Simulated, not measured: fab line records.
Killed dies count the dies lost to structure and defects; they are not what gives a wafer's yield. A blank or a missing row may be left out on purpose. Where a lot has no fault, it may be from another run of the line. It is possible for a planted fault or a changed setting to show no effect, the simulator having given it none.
Chamber matching :: flow sky130 :: SKY_SONOS_ONO_ETCH_15 on rie_diel-03: 4 sister chambers
The step etches the open film in CHF3/O2, target depth 19.52 nm, time 7.8 s. 14 wafers are shown with their chamber, then 7 later ones without.

## EACH WAFER AND ITS CHAMBER
wafer: L075.1
chamber: 2
oes_product_au (a.u.): 0.989
throttle_valve_pct (%): 8.832

wafer: L075.2
chamber: 3
oes_product_au (a.u.): 1.010
throttle_valve_pct (%): 8.824

wafer: L075.6
chamber: 3
oes_product_au (a.u.): 1.008
throttle_valve_pct (%): 8.824

wafer: L076.4
chamber: 2
oes_product_au (a.u.): 0.987
throttle_valve_pct (%): 8.815

wafer: L076.5
chamber: 3
oes_product_au (a.u.): 0.992
throttle_valve_pct (%): 8.842

wafer: L076.6
chamber: 0
oes_product_au (a.u.): 0.971
throttle_valve_pct (%): 8.830

wafer: L079.1
chamber: 2
oes_product_au (a.u.): 0.984
throttle_valve_pct (%): 8.840

wafer: L079.4
chamber: 0
oes_product_au (a.u.): 0.972
throttle_valve_pct (%): 8.819

wafer: L079.6
chamber: 3
oes_product_au (a.u.): 0.997
throttle_valve_pct (%): 8.828

wafer: L081.2
chamber: 3
oes_product_au (a.u.): 1.014
throttle_valve_pct (%): 8.819

wafer: L081.4
chamber: 2
oes_product_au (a.u.): 0.993
throttle_valve_pct (%): 8.814

wafer: L081.6
chamber: 0
oes_product_au (a.u.): 0.975
throttle_valve_pct (%): 8.814

wafer: L087.1
chamber: 1
oes_product_au (a.u.): 1.026
throttle_valve_pct (%): 8.822

wafer: L087.4
chamber: 2
oes_product_au (a.u.): 0.983
throttle_valve_pct (%): 8.833

SIGNATURES (averages over the wafers above)
reading: oes_product_au
chamber 0: 0.97267
chamber 1: 1.02600
chamber 2: 0.98720
chamber 3: 1.00420
scatter within a chamber: 0.00647

reading: throttle_valve_pct
chamber 0: 8.82100
chamber 1: 8.82200
chamber 2: 8.82680
chamber 3: 8.82740
scatter within a chamber: 0.00992
Rule: a wafer lies at a distance from a chamber equal to the root of the sum of squares, over the readings, of (its reading less the chamber's mean, divided by the reading's scatter). The wafer belongs to the nearest chamber; if the next one is less than 2 further off, it can't be placed. The scatter is the square root of a quotient: the sum, over the shown wafers, of each reading's squared deviation from its chamber's mean, divided by wafers minus chambers.

## WAFERS MISSING THEIR CHAMBER
wafer: L087.6
oes_product_au (a.u.): 1.032
throttle_valve_pct (%): 8.846

wafer: L088.3
oes_product_au (a.u.): 1.026
throttle_valve_pct (%): 8.837

wafer: L088.5
oes_product_au (a.u.): 1.029
throttle_valve_pct (%): 8.852

wafer: L088.6
oes_product_au (a.u.): 0.985
throttle_valve_pct (%): 8.823

wafer: L096.1
oes_product_au (a.u.): 1.003
throttle_valve_pct (%): 8.818

wafer: L096.2
oes_product_au (a.u.): 0.991
throttle_valve_pct (%): 8.814

wafer: L096.3
oes_product_au (a.u.): 0.990
throttle_valve_pct (%): 8.822

## THE CHAMBER EACH PASSED THROUGH
wafer: L087.6
from the rows above: 1
in truth: 1

wafer: L088.3
from the rows above: can't be placed: 1 or 3
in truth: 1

wafer: L088.5
from the rows above: can't be placed: 1 or 3
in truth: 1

wafer: L088.6
from the rows above: can't be placed: 2 or 0
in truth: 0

wafer: L096.1
from the rows above: can't be placed: 3 or 2
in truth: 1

wafer: L096.2
from the rows above: can't be placed: 2 or 3 or 0
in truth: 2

wafer: L096.3
from the rows above: can't be placed: 2 or 3
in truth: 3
1 of 7 placed correctly. Cannot be placed on the basis of these rows: 6; the candidates contain the true chamber in 5. Number placed wrongly: 0.
